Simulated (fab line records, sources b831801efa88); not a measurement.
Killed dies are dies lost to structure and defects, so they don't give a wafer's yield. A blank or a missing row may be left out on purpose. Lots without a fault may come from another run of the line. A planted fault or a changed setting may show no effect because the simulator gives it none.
A struck lot beside a sound one | flow sky130 | 35 steps out of a route of 708
Sound: wafers L129.1, L129.2, L129.3. Struck: wafers L136.2, L136.5, L136.6. The cause comes at the end.
At each step with rows: each side's tool, then ch and its chambers, then its first start. Under that, the readings that differ: sound wafers | struck wafers | difference of the means | sigmas: that difference in standard deviations of wafers without a fault.
alike: readings whose means differ by less than 2 such deviations, and words and numbers that are the same on both sides. not compared: withheld readings, readings that some wafer has no value for, bounds like >300 that may hide the same value, and numbers for which the record gives no deviation and whose values overlap.
The two part at a step that has a row with sigmas, a row that says differs or no value, or rows on one side only. Numbers that don't overlap but have no deviation are shown without sigmas and don't part them. A reading that every wafer of one side lacks parts them only if that side has two wafers or more.

first, 10 steps without rows for these wafers: SKY_VIA1_DEHYDRATE_04 (time 60 s); SKY_VIA1_HMDS_05 (prime time 60 s); SKY_VIA1_COAT_06 (resist thk 60 nm); SKY_VIA1_COAT_07 (resist thk 450 nm); SKY_VIA1_SOFTBAKE_08 (time 90 s); SKY_VIA1_EXPOSE_09 (exposes mask VIM, target cd 150 nm); SKY_VIA1_PEB_10; SKY_VIA1_DEVELOP_11 (develop time 60 s); SKY_VIA1_ETCH_14 (etches BARC in N2/H2, stops on SiO2, time 45.9 s, target depth 60 nm); SKY_VIA1_ETCH_15 (etches SiO2 in C4F8/O2/Ar, stops on TiN, target depth 351 nm, time 54 s).
SKY_VIA1_STRIP_16: strips in O2/N2.
  sound on plasma_asher-02 ch 0,1, day 35 05:29; struck on plasma_asher-01 ch 0,1, day 37 10:35
  alike: chamber_pressure_mTorr, drypump_motor_current_A, oes_product_au, strip_time_to_endpoint_s
  not compared: rf_hours_counter_h
then, 23 steps without rows for these wafers: SKY_VIA1_STRIP_17 (strips in post etch residue remover, time 1200 s); SKY_VIA1_CLEAN_18 (cleans in IPA, time 180 s); SKY_VIA1_CLEAN_19 (cleans in O3/DIW); SKY_VIA1_SPUTTER_20 (material TiN, target thk 20 nm, time 80 s); SKY_VIA1_CVD_21 (deposits W, target thk 270 nm, time 80.902 s); SKY_VIA1_CMP_24 (polishes, stops on SiO2, t overpolish 15 s, target thk 0 nm); SKY_METAL2_SPUTTER_00 (material Ti, target thk 15 nm, time 10 s); SKY_METAL2_SPUTTER_01 (material TiN, target thk 20 nm, time 16.7 s); SKY_METAL2_SPUTTER_02 (material AlCu, target thk 250 nm, time 13.3 s); SKY_METAL2_SPUTTER_03 (material Ti, target thk 5 nm, time 3.3 s); SKY_METAL2_SPUTTER_04 (material TiN, target thk 70 nm, time 58.3 s); SKY_METAL2_DEHYDRATE_07 (time 60 s); SKY_METAL2_HMDS_08 (prime time 60 s); SKY_METAL2_COAT_09 (resist thk 60 nm); SKY_METAL2_COAT_10 (resist thk 450 nm); SKY_METAL2_SOFTBAKE_11 (time 90 s); SKY_METAL2_EXPOSE_12 (exposes mask MM2, target cd 140 nm); SKY_METAL2_PEB_13; SKY_METAL2_DEVELOP_14 (develop time 60 s); SKY_METAL2_DESCUM_17 (chemistry O2, time 8 s); SKY_METAL2_ETCH_18 (etches BARC in N2/H2, stops on SiO2, time 45.9 s, target depth 60 nm); SKY_METAL2_METAL_ETCH_19 (etches the open film in Cl2/BCl3, stops on SiO2, target depth 360 nm, time 78 s); SKY_METAL2_STRIP_20 (strips in O2/N2).
-- the record jumps here: 11 days lie between the struck wafers' starts before and after (it left off in module METAL2 and takes up again in module PAD_OPEN, whose first step shown is number 708 of the route) --
SKY_PAD_OPEN_PROBE_99:
  sound on prober-01, day 46 15:16; struck on prober-01, day 48 14:29
  reading                               | sound                | struck            | difference | sigmas
  defect_limited_yield (%)              | 82.1 85.0 81.3       | 72.8 72.6 75.6    | -9.1       | -5
  killed_at_M0_to_M3                    | 49 37 52             | 86 97 78          | +41        | +6
  killed_dies                           | 88 74 92             | 134 135 120       | +45        | +5
  sort_bin_3_pad_short (%)              | 0.4 0.4 0.4          | 2.2 2.8 3.9       | +2.6       | +6
  sort_bin_5_function (%)               | 11.2 9.1 12.2        | 17.3 16.5 14.2    | +5.2       | +3
  sort_n_pass                           | 404 418 400          | 358 357 372       | -45        | -5
  sort_yield_pct (%)                    | 82.1 85.0 81.3       | 72.8 72.6 75.6    | -9.1       | -5
  model.etest.tester.sort_n_pass        | 404 418 400          | 358 357 372       | -45        |
  model.etest.tester.sort_yield_pct (%) | 82.11 84.96 81.3     | 72.76 72.56 75.61 | -9.15      |
  model.etest.tester.sort_bin_5_pct (%) | 11.18 9.146 12.2     | 17.28 16.46 14.23 | +5.15      |
  model.etest.tester.sort_bin_3_pct (%) | 0.4065 0.4065 0.4065 | 2.236 2.846 3.862 | +2.575     |
  alike: killed_at_M4_up, killed_at_contacts, killed_at_front_end, killed_at_other, killed_open, killed_short, sort_bin_6_memory

WHERE THEY PART
Only at SKY_PAD_OPEN_PROBE_99, within this record.

WHY: what the simulator had put in
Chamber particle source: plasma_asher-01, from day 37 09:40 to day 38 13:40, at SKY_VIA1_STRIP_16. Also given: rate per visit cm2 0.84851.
